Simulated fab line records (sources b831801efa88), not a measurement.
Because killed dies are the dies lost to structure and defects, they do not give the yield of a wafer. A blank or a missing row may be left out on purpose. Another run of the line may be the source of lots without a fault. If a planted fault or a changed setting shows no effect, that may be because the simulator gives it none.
Which tool did it? + flow gf180mcu + 6 lots with 18 wafers sampled at 4 steps, on a route of 602 steps

## WHAT THE GAUGES SHOWED, per wafer
GF_MVPSD_TW_MEAS_11.
| lot  | measured     | on            | MVPSD_TW    |
|------|--------------|---------------|-------------|
| L322 | day 5 16:41  | film_metro-04 | 553 550 550 |
| L324 | day 6 04:44  | film_metro-04 | 549 552 556 |
| L330 | day 7 11:28  | film_metro-02 | 553 554 554 |
| L332 | day 7 23:56  | film_metro-02 | 552 553 554 |
| L340 | day 10 00:21 | film_metro-04 | 643 645 645 |
| L343 | day 10 17:48 | film_metro-02 | 554 551 550 |

## WHAT TOOL EACH LOT RAN ON (gives the tool, then ch and the chambers of the sampled wafers, and finally the start)
| lot  | GF_STI_CMP_25                | GF_LVPWELL_STRIP_10                 | GF_MVPSD_IMPLANT_08             |
|------|------------------------------|-------------------------------------|---------------------------------|
| L322 | cmp-01 ch 0,1,3, day 2 17:08 | plasma_asher-04 ch 0,1, day 4 11:45 | implanter-03 ch 0, day 5 16:17  |
| L324 | cmp-02 ch 1,2,3, day 3 04:28 | plasma_asher-01 ch 0,1, day 4 22:58 | implanter-01 ch 0, day 6 04:20  |
| L330 | cmp-01 ch 0,2,3, day 4 07:28 | plasma_asher-01 ch 0,1, day 6 05:00 | implanter-03 ch 0, day 7 11:04  |
| L332 | cmp-01 ch 1,2, day 4 16:50   | plasma_asher-02 ch 1, day 6 15:55   | implanter-04 ch 0, day 7 23:32  |
| L340 | cmp-02 ch 0,2, day 6 11:01   | plasma_asher-02 ch 0, day 8 12:47   | implanter-04 ch 0, day 9 23:57  |
| L343 | cmp-01 ch 0,3, day 7 02:07   | plasma_asher-02 ch 0,1, day 9 06:25 | implanter-03 ch 0, day 10 17:26 |
- GF_STI_CMP_25: polishes, stops on Si3N4, t overpolish 33 s, target thk 524.6 nm.
- GF_LVPWELL_STRIP_10: strips in O2/N2.
- GF_MVPSD_IMPLANT_08

## THE ANSWER, worked out from the rows above alone
Rule: usual is defined by the lots themselves. The widest of any qualifying gaps counts: lots, ordered by their means at a reading, are off when they make up no more than a third of the lots, leave a main group of 4 or more, and stand apart from it by 3 or more times the standard deviation of that group's means. Not used: any main group whose means are identical at the precision the tables above print for the reading. A lot without any number at a reading at which 4 lots or more have one is off too. The other lots that the step has rows for count as sound.
Off: at GF_MVPSD_TW_MEAS_11 (MVPSD_TW), L340. The main group: mean 552, standard deviation 0.94.
If a tool, at a process step before that reading, ran all the lots that are off and no sound lot after the first of them, it fits. Gauges at GF_MVPSD_TW_MEAS_11: tried the same way as those tools. Can't be told from this: 3 tools fit, cmp-02 at GF_STI_CMP_25, implanter-04 at GF_MVPSD_IMPLANT_08, film_metro-04 at GF_MVPSD_TW_MEAS_11.

## WHAT THE SIMULATOR PUT IN
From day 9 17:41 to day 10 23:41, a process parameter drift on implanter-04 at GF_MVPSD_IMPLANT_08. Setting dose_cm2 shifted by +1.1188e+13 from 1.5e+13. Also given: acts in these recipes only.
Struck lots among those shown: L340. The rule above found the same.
